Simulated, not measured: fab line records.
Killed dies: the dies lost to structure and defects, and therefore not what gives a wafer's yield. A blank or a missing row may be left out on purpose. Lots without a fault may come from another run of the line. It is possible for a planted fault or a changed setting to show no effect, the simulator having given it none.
Which tool is to blame? / flow gf180mcu / Sampling: 12 lots, 36 wafers, 5 of 602 route steps

## WHAT EACH GAUGE READ, for each wafer
GF_V5_CD_MEAS_14: the cd target is 260 nm.
lot=L247; measured=day 27 04:24; on=cdSem-02; cdNm (nm)=259.1 258.7 258.5
lot=L249; measured=day 27 20:37; on=cdSem-02; cdNm (nm)=259.4 259.0 257.9
lot=L250; measured=day 28 06:35; on=cdSem-01; cdNm (nm)=261.7 263.3 261.9
lot=L251; measured=day 28 12:12; on=cdSem-01; cdNm (nm)=260.9 260.3 261.0
lot=L253; measured=day 29 06:08; on=cdSem-02; cdNm (nm)=263.2 263.8 264.4
lot=L254; measured=day 29 15:27; on=cdSem-02; cdNm (nm)=260.9 260.2 261.0
lot=L257; measured=day 30 12:11; on=cdSem-01; cdNm (nm)=264.1 264.6 263.6
lot=L260; measured=day 31 05:33; on=cdSem-01; cdNm (nm)=261.2 260.4 259.7
lot=L263; measured=day 32 00:32; on=cdSem-02; cdNm (nm)=261.3 260.3 260.1
lot=L264; measured=day 32 04:50; on=cdSem-01; cdNm (nm)=261.7 261.8 261.2
lot=L268; measured=day 33 01:57; on=cdSem-02; cdNm (nm)=261.2 260.1 259.8
lot=L269; measured=day 33 06:21; on=cdSem-01; cdNm (nm)=261.3 260.7 259.4

GF_TOP_METAL_RS_MEAS_05: a four-point-probe measurement.
lot=L247; measured=day 27 06:09; on=filmMetro-03; TOP_METAL_ALCU_RS (ohm/sq)=0.0328 0.0329 0.0327
lot=L249; measured=day 27 22:22; on=filmMetro-03; TOP_METAL_ALCU_RS (ohm/sq)=0.0327 0.0328 0.0330
lot=L250; measured=day 28 08:31; on=filmMetro-02; TOP_METAL_ALCU_RS (ohm/sq)=0.0331 0.0330 0.0330
lot=L251; measured=day 28 13:59; on=filmMetro-02; TOP_METAL_ALCU_RS (ohm/sq)=0.0322 0.0322 0.0324
lot=L253; measured=day 29 07:57; on=filmMetro-02; TOP_METAL_ALCU_RS (ohm/sq)=0.0335 0.0333 0.0333
lot=L254; measured=day 29 17:13; on=filmMetro-02; TOP_METAL_ALCU_RS (ohm/sq)=0.0331 0.0332 0.0333
lot=L257; measured=day 30 14:02; on=filmMetro-02; TOP_METAL_ALCU_RS (ohm/sq)=0.0334 0.0333 0.0335
lot=L260; measured=day 31 07:18; on=filmMetro-02; TOP_METAL_ALCU_RS (ohm/sq)=0.0330 0.0329 0.0329
lot=L263; measured=day 32 02:38; on=filmMetro-03; TOP_METAL_ALCU_RS (ohm/sq)=0.0324 0.0323 0.0326
lot=L264; measured=day 32 06:58; on=filmMetro-03; TOP_METAL_ALCU_RS (ohm/sq)=0.0326 0.0324 0.0324
lot=L268; measured=day 33 04:47; on=filmMetro-03; TOP_METAL_ALCU_RS (ohm/sq)=0.0326 0.0326 0.0327
lot=L269; measured=day 33 08:06; on=filmMetro-01; TOP_METAL_ALCU_RS (ohm/sq)=0.0328 0.0328 0.0327

GF_TOP_METAL_CD_MEAS_14: the cd target is 440 nm.
lot=L247; measured=day 28 02:10; on=cdSem-02; cdNm (nm)=440.3 437.1 439.3
lot=L249; measured=day 28 17:25; on=cdSem-01; cdNm (nm)=441.0 444.0 441.0
lot=L250; measured=day 29 03:45; on=cdSem-01; cdNm (nm)=440.5 445.1 441.8
lot=L251; measured=day 29 08:36; on=cdSem-02; cdNm (nm)=441.6 440.9 441.6
lot=L253; measured=day 30 01:48; on=cdSem-02; cdNm (nm)=439.4 439.9 438.9
lot=L254; measured=day 30 11:23; on=cdSem-02; cdNm (nm)=441.3 439.5 440.5
lot=L257; measured=day 31 07:27; on=cdSem-02; cdNm (nm)=438.7 436.0 439.0
lot=L260; measured=day 32 00:41; on=cdSem-01; cdNm (nm)=440.7 443.1 441.5
lot=L263; measured=day 32 18:34; on=cdSem-01; cdNm (nm)=442.5 445.1 444.4
lot=L264; measured=day 32 23:10; on=cdSem-01; cdNm (nm)=436.2 437.0 436.3
lot=L268; measured=day 33 20:26; on=cdSem-01; cdNm (nm)=437.8 438.4 437.3
lot=L269; measured=day 33 23:22; on=cdSem-02; cdNm (nm)=438.7 439.9 441.6

## WHAT TOOL EACH LOT RAN ON (gives the tool, then ch and the chambers of the sampled wafers, and finally the start)
lot=L247; GF_M4_SPUTTER_02=pvdSputter-04, day 22 10:28; GF_V5_EXPOSE_11=krfScanner-02 ch 0, day 26 18:43
lot=L249; GF_M4_SPUTTER_02=pvdSputter-02, day 23 04:53; GF_V5_EXPOSE_11=krfScanner-02 ch 0, day 27 10:36
lot=L250; GF_M4_SPUTTER_02=pvdSputter-04, day 23 16:26; GF_V5_EXPOSE_11=krfScanner-01 ch 0, day 27 21:28
lot=L251; GF_M4_SPUTTER_02=pvdSputter-02, day 23 22:41; GF_V5_EXPOSE_11=krfScanner-01 ch 0, day 28 02:44
lot=L253; GF_M4_SPUTTER_02=pvdSputter-02, day 24 20:03; GF_V5_EXPOSE_11=krfScanner-01 ch 0, day 28 20:55
lot=L254; GF_M4_SPUTTER_02=pvdSputter-04, day 25 06:08; GF_V5_EXPOSE_11=krfScanner-02 ch 0, day 29 05:50
lot=L257; GF_M4_SPUTTER_02=pvdSputter-03, day 26 06:01; GF_V5_EXPOSE_11=krfScanner-01 ch 0, day 30 03:01
lot=L260; GF_M4_SPUTTER_02=pvdSputter-02, day 27 01:34; GF_V5_EXPOSE_11=krfScanner-02 ch 0, day 30 20:08
lot=L263; GF_M4_SPUTTER_02=pvdSputter-03, day 27 23:58; GF_V5_EXPOSE_11=krfScanner-02 ch 0, day 31 16:00
lot=L264; GF_M4_SPUTTER_02=pvdSputter-03, day 28 03:42; GF_V5_EXPOSE_11=krfScanner-02 ch 0, day 31 20:29
lot=L268; GF_M4_SPUTTER_02=pvdSputter-04, day 29 04:49; GF_V5_EXPOSE_11=krfScanner-02 ch 0, day 32 18:22
lot=L269; GF_M4_SPUTTER_02=pvdSputter-04, day 29 11:14; GF_V5_EXPOSE_11=krfScanner-02 ch 0, day 32 23:31
- GF_M4_SPUTTER_02: material AlCu, target thk 450 nm, time 23.9 s.
- GF_V5_EXPOSE_11: exposes mask Via5, target cd 260 nm.

## AS READ BY THE TOOLS THEMSELVES (means over the sampled wafers that have a number; for cases with no such wafer, the mark the record gives instead)
GF_M4_SPUTTER_02.
lot=L247; tool=pvdSputter-04; throttleValvePct (%)=29.8
lot=L249; tool=pvdSputter-02; throttleValvePct (%)=30.0
lot=L250; tool=pvdSputter-04; throttleValvePct (%)=28.6
lot=L251; tool=pvdSputter-02; throttleValvePct (%)=30.3
lot=L253; tool=pvdSputter-02; throttleValvePct (%)=29.9
lot=L254; tool=pvdSputter-04; throttleValvePct (%)=28.4
lot=L257; tool=pvdSputter-03; throttleValvePct (%)=30.8
lot=L260; tool=pvdSputter-02; throttleValvePct (%)=30.2
lot=L263; tool=pvdSputter-03; throttleValvePct (%)=30.7
lot=L264; tool=pvdSputter-03; throttleValvePct (%)=30.9
lot=L268; tool=pvdSputter-04; throttleValvePct (%)=29.6
lot=L269; tool=pvdSputter-04; throttleValvePct (%)=29.9

GF_V5_EXPOSE_11.
lot=L247 tool=krfScanner-02 exposureDoseMJCm2=37.93
lot=L249 tool=krfScanner-02 exposureDoseMJCm2=37.90
lot=L250 tool=krfScanner-01 exposureDoseMJCm2=38.00
lot=L251 tool=krfScanner-01 exposureDoseMJCm2=37.95
lot=L253 tool=krfScanner-01 exposureDoseMJCm2=39.38
lot=L254 tool=krfScanner-02 exposureDoseMJCm2=37.95
lot=L257 tool=krfScanner-01 exposureDoseMJCm2=39.10
lot=L260 tool=krfScanner-02 exposureDoseMJCm2=37.95
lot=L263 tool=krfScanner-02 exposureDoseMJCm2=37.88
lot=L264 tool=krfScanner-02 exposureDoseMJCm2=37.92
lot=L268 tool=krfScanner-02 exposureDoseMJCm2=37.94
lot=L269 tool=krfScanner-02 exposureDoseMJCm2=37.89

## THE ANSWER, worked out from the rows above alone
Rule: the usual values come from the lots themselves. The widest of any qualifying gaps counts: lots, ordered by their means at a reading, are off when they make up no more than a third of the lots, leave a main group of 4 or more, and stand apart from it by 3 or more times the standard deviation of that group's means. If all means in a main group match to the digits the tables above print for the reading, that group is not used. A lot without any number at a reading at which 4 lots or more have one is off too. Where the step has rows for the other lots, those lots are counted as sound. After the gauges, taken in route order, come the tools' own readings; for these a lot's mean is taken, as printed above. At the first step where some lot is off, the reading lying furthest off is the one used; lots without a number count as furthest.
Off at GF_V5_EXPOSE_11 (exposureDoseMJCm2): L253, L257. The main group has a mean of 37.93 with a standard deviation of 0.034.
A tool fits if, at that step or a process step before it, it ran every lot that is off, and no sound lot after the first of them. One fits: krfScanner-01 at GF_V5_EXPOSE_11. A fault onset in the window from L251 (day 28 02:44, its last sound lot) to L253 (day 28 20:55, its first lot off) fits.
The tool's own readings at GF_V5_EXPOSE_11 bear it out: on the lots that are off they differ by more than 5 times the standard deviation of the sound lots' means. exposureDoseMJCm2 reads 39.24 there against 37.93 on the sound lots.

## WHAT THE SIMULATOR HAD INSERTED
Process parameter drift: krfScanner-01, from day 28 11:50 on, at GF_V5_EXPOSE_11. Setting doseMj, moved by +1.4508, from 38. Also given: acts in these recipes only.
Shown lots that were struck: L253, L257. This agrees with what the rule above found.
